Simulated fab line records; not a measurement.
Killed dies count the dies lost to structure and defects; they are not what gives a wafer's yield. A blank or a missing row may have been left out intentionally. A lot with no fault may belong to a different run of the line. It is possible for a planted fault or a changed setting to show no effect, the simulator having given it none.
Problem report, 8D (eight disciplines) form, completed by code | flow sky130 | the parts of the form that need people (team, actions taken, sign-off) are left out

## 1. THE PROBLEM
timeToEndpointS at SKY_VIA4_CMP_21 reads a mean of 68 s on 2 wafers of 2 lots; wafers without a fault read 123 s with a standard deviation of 4. Relative to the usual mean, that is a shift of -14 standard deviations.
The step: polishes, stops on SiO2, t overpolish 25 s, target thk 0 nm.
The first sign was on wafer L632.3 at day 44 20:52, on cmp-02. The record has a number at this step for 18 wafers belonging to 6 lots. The rule behind "out" and "out of limits": a value lying over 4 standard deviations away from the usual mean. All remaining wafers that have a number are taken as sound.

## 2. WHAT IT IS AND WHAT IT IS NOT
question                    | is                | is not
which readings at this step | timeToEndpointS   | motorCurrentA, overpolishRunS
which lots                  | L632, L634        | L639, L643, L646, L648
which wafers of those lots  | L632.3, L634.3    | L632.1, L632.5, L634.1, L634.2
read on which tools         | cmp-02            | cmp-01
when                        | from day 44 20:52 | up to then (2 sound wafers); but 14 sound wafers of L634, L639, L643, L646, L648 came after

## 3. WHAT RULES OUT EACH SUSPECT
Counting: if a tool at a process step up to the reading ran every lot that is out, it stays a suspect. Sound lots after the first of them don't rule it out here, since some wafers of a struck lot are sound.
- cmp-02 at SKY_VIA4_CMP_21 (polishes, stops on SiO2, t overpolish 25 s, target thk 0 nm): kept. It ran every lot that is out, first L632 (day 44 20:52). On those wafers its own readings are out: timeToEndpointS.
- At SKY_VIA4_CMP_21, inside cmp-02: chamber 1 took the wafers that are out, while their sound lot-mates went through chambers 0, 2, 3.
After counting, what remains is cmp-02 at SKY_VIA4_CMP_21.

## 4. THE CAUSE (what the simulator had put in)
cmp-02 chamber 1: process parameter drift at SKY_VIA4_CMP_21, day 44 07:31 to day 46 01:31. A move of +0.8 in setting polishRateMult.
The count eliminated every tool but this one.

## 5. THE EFFECT CHAIN, in route order
One row per reading whose mean, taken over the struck wafers that have a number, lies over 3 standard deviations from the usual. Only readings whose record carries a usual standard deviation are examined. hours: median over the lots of the time between each lot's start at the first step of this table that gives one and its start at this step. sigmas: the change, counted in usual standard deviations.
hours | step            | reading         | usual | on struck wafers | change | sigmas
0     | SKY_VIA4_CMP_21 | timeToEndpointS | 123 s | 68               | -55    | -14
Process steps it contains:
- SKY_VIA4_CMP_21: polishes, stops on SiO2, t overpolish 25 s, target thk 0 nm.
Later measuring or inspecting steps at which every struck wafer that the step has a row for has a number for every such reading, and none has moved that far: SKY_METAL5_RS_MEAS_05, SKY_METAL5_THK_MEAS_06.

## 6. WHAT WOULD HAVE CAUGHT IT SOONER
The fault began at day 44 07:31; the first out-of-limits reading in this record came at day 44 20:52, 13 hours later.
